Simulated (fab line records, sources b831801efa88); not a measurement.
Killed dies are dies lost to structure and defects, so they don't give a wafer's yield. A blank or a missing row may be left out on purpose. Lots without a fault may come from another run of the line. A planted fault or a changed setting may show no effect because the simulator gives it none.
Which tool did it? | flow gf180mcu | 15 lots, 45 wafers sampled, at 4 steps of a route of 602

WHAT THE GAUGES READ, wafer by wafer
GF_HV_LDD_CD_MEAS_07: target cd 400 nm.
lot  | measured     | on        | cd_nm (nm)
L351 | day 9 20:48  | cd_sem-02 | 397.9 399.0 396.6
L352 | day 10 08:31 | cd_sem-01 | 400.4 398.8 400.1
L354 | day 10 19:29 | cd_sem-02 | 401.0 402.1 402.1
L355 | day 11 03:23 | cd_sem-01 | 398.5 400.2 399.4
L356 | day 11 08:42 | cd_sem-02 | 398.5 401.3 399.3
L357 | day 11 20:02 | cd_sem-02 | 402.3 400.3 399.1
L359 | day 12 10:56 | cd_sem-02 | 399.7 401.1 399.6
L366 | day 14 16:41 | cd_sem-02 | 398.3 397.7 401.1
L367 | day 14 23:14 | cd_sem-02 | 403.0 402.6 404.6
L368 | day 15 08:35 | cd_sem-01 | 401.6 401.4 400.6
L369 | day 15 15:26 | cd_sem-02 | 398.6 401.1 403.3
L370 | day 15 22:00 | cd_sem-02 | 399.6 400.3 398.8
L371 | day 16 03:42 | cd_sem-02 | 401.9 402.1 400.3
L373 | day 16 21:35 | cd_sem-02 | 399.0 398.7 396.4
L374 | day 17 04:05 | cd_sem-01 | 397.2 398.2 397.1

GF_HV_LDD_OVL_MEAS_47.
lot  | measured     | on         | HV_LDD_03_OVL (nm)
L351 | day 12 04:52 | overlay-01 | 0.6 -1.3 0.6
L352 | day 12 18:15 | overlay-02 | 3.8 2.0 2.5
L354 | day 13 05:57 | overlay-01 | -0.4 -1.2 -1.7
L355 | day 13 15:02 | overlay-01 | -3.1 -1.6 -2.3
L356 | day 13 19:58 | overlay-02 | -2.5 -2.2 -1.3
L357 | day 14 10:08 | overlay-01 | 0.5 0.7 1.0
L359 | day 15 01:12 | overlay-02 | -2.7 -2.4 -4.3
L366 | day 17 12:13 | overlay-02 | 0.5 1.1 -0.3
L367 | day 17 18:01 | overlay-01 | -0.4 -0.7 -2.4
L368 | day 18 05:16 | overlay-02 | 2.0 1.8 0.6
L369 | day 18 13:10 | overlay-01 | -2.0 -2.4 -2.8
L370 | day 18 18:33 | overlay-01 | -2.8 -1.5 0.3
L371 | day 19 02:42 | overlay-02 | 0.4 -0.1 -1.4
L373 | day 19 21:55 | overlay-01 | -1.7 0.0 -0.6
L374 | day 20 04:37 | overlay-02 | 0.4 1.4 0.6

WHICH TOOL RAN EACH LOT (tool, then ch and the chambers of the sampled wafers, then the start)
lot  | GF_VT_IMPLANT_PEB_05              | GF_HV_LDD_STRIP_37
L351 | litho_track-02 ch 0, day 5 14:00  | plasma_asher-04 ch 0,1, day 11 09:56
L352 | litho_track-03 ch 0, day 5 21:13  | plasma_asher-01 ch 0,1, day 11 22:42
L354 | litho_track-02 ch 0, day 6 07:03  | plasma_asher-02 ch 0,1, day 12 10:15
L355 | litho_track-01 ch 0, day 6 13:48  | plasma_asher-04 ch 0,1, day 12 19:02
L356 | litho_track-01 ch 0, day 6 19:24  | plasma_asher-02 ch 0,1, day 12 23:56
L357 | litho_track-02 ch 0, day 7 01:42  | plasma_asher-01 ch 0,1, day 13 13:34
L359 | litho_track-02 ch 0, day 7 16:36  | plasma_asher-04 ch 0,1, day 14 04:16
L366 | litho_track-02 ch 0, day 9 13:21  | plasma_asher-04 ch 1, day 16 13:33
L367 | litho_track-03, day 9 16:38       | plasma_asher-01 ch 0,1, day 16 18:59
L368 | litho_track-01, day 10 01:57      | plasma_asher-02 ch 0,1, day 17 05:38
L369 | litho_track-01, day 10 08:30      | plasma_asher-02 ch 0,1, day 17 13:33
L370 | litho_track-02 ch 0, day 10 13:39 | plasma_asher-02 ch 0,1, day 17 19:35
L371 | litho_track-03 ch 0, day 10 18:32 | plasma_asher-01 ch 0,1, day 18 02:50
L373 | litho_track-02 ch 0, day 11 09:27 | plasma_asher-01 ch 0,1, day 18 21:43
L374 | litho_track-01 ch 0, day 11 13:45 | plasma_asher-01 ch 0,1, day 19 04:35
- GF_VT_IMPLANT_PEB_05
- GF_HV_LDD_STRIP_37: strips in O2/N2.

WHAT THE TOOLS THEMSELVES READ (means of the sampled wafers that have a number; where no wafer has one, the mark that the record gives instead)
GF_VT_IMPLANT_PEB_05.
lot  | tool           | exhaust_pa (Pa)
L351 | litho_track-02 | 45.1
L352 | litho_track-03 | 44.2
L354 | litho_track-02 | 45.6
L355 | litho_track-01 | 44.7
L356 | litho_track-01 | 45.1
L357 | litho_track-02 | 44.6
L359 | litho_track-02 | 45.4
L366 | litho_track-02 | 44.8
L367 | litho_track-03 | -
L368 | litho_track-01 | -
L369 | litho_track-01 | -
L370 | litho_track-02 | 44.9
L371 | litho_track-03 | 46.0
L373 | litho_track-02 | 44.7
L374 | litho_track-01 | 43.9

GF_HV_LDD_STRIP_37.
lot  | tool            | drypump_motor_current_A (A) | heater_power_w (W) | o2_flow_sccm (sccm) | oes_product_au (a.u.) | strip_time_to_endpoint_s (s)
L351 | plasma_asher-04 | 5.2                         | 322                | 2993                | 0.714                 | 12.64
L352 | plasma_asher-01 | 5.3                         | 315                | 3002                | 0.714                 | 12.61
L354 | plasma_asher-02 | 6.2                         | 309                | 3006                | 0.721                 | 12.64
L355 | plasma_asher-04 | 5.2                         | 323                | 2995                | 0.717                 | 12.60
L356 | plasma_asher-02 | 6.1                         | 317                | 2995                | 0.718                 | 12.63
L357 | plasma_asher-01 | 5.0                         | 328                | 2997                | 0.715                 | 12.67
L359 | plasma_asher-04 | 5.1                         | 332                | 2999                | 0.716                 | 12.68
L366 | plasma_asher-04 | 5.3                         | 314                | 3001                | 0.714                 | 12.58
L367 | plasma_asher-01 | 5.0                         | 325                | 3007                | 0.716                 | 12.59
L368 | plasma_asher-02 | 6.0                         | 315                | 3002                | 0.721                 | 12.60
L369 | plasma_asher-02 | 6.1                         | 317                | 3012                | 0.716                 | 12.69
L370 | plasma_asher-02 | 6.1                         | 317                | 2994                | 0.716                 | 12.63
L371 | plasma_asher-01 | 5.3                         | 319                | 3000                | 0.721                 | 12.57
L373 | plasma_asher-01 | 5.2                         | 322                | 2995                | 0.717                 | 12.59
L374 | plasma_asher-01 | 5.0                         | 334                | 3000                | 0.714                 | 12.63

THE ANSWER, worked out from the rows above alone
Rule: what is usual is taken from the lots themselves. Put in order of their means at a reading, lots are off if they are a third of the lots or fewer, leave a main group of 4 or more, and stand apart from it by a gap of 3 or more times the standard deviation of the main group's means; of several such gaps the widest counts. A main group whose means are all the same, to the digits that the tables above print for the reading, isn't used. A lot without any number at a reading at which 4 lots or more have one is off too. The other lots that the step has rows for count as sound. The gauges are gone through in route order, then the tools' own readings, and for those a lot's mean is taken as printed above. The first step at which some lot is off is used, and at that step the reading that is off furthest; a lot without a number counts as furthest.
Off: L367, L368, L369, at GF_VT_IMPLANT_PEB_05 (exhaust_pa). Without a number there: L367, L368, L369. The main group: mean 44.9 Pa, standard deviation 0.56.
A tool fits if, at that step or a process step before it, it ran every lot that is off, and no sound lot after the first of them. None of those tried fits.

WHAT THE SIMULATOR HAD PUT IN
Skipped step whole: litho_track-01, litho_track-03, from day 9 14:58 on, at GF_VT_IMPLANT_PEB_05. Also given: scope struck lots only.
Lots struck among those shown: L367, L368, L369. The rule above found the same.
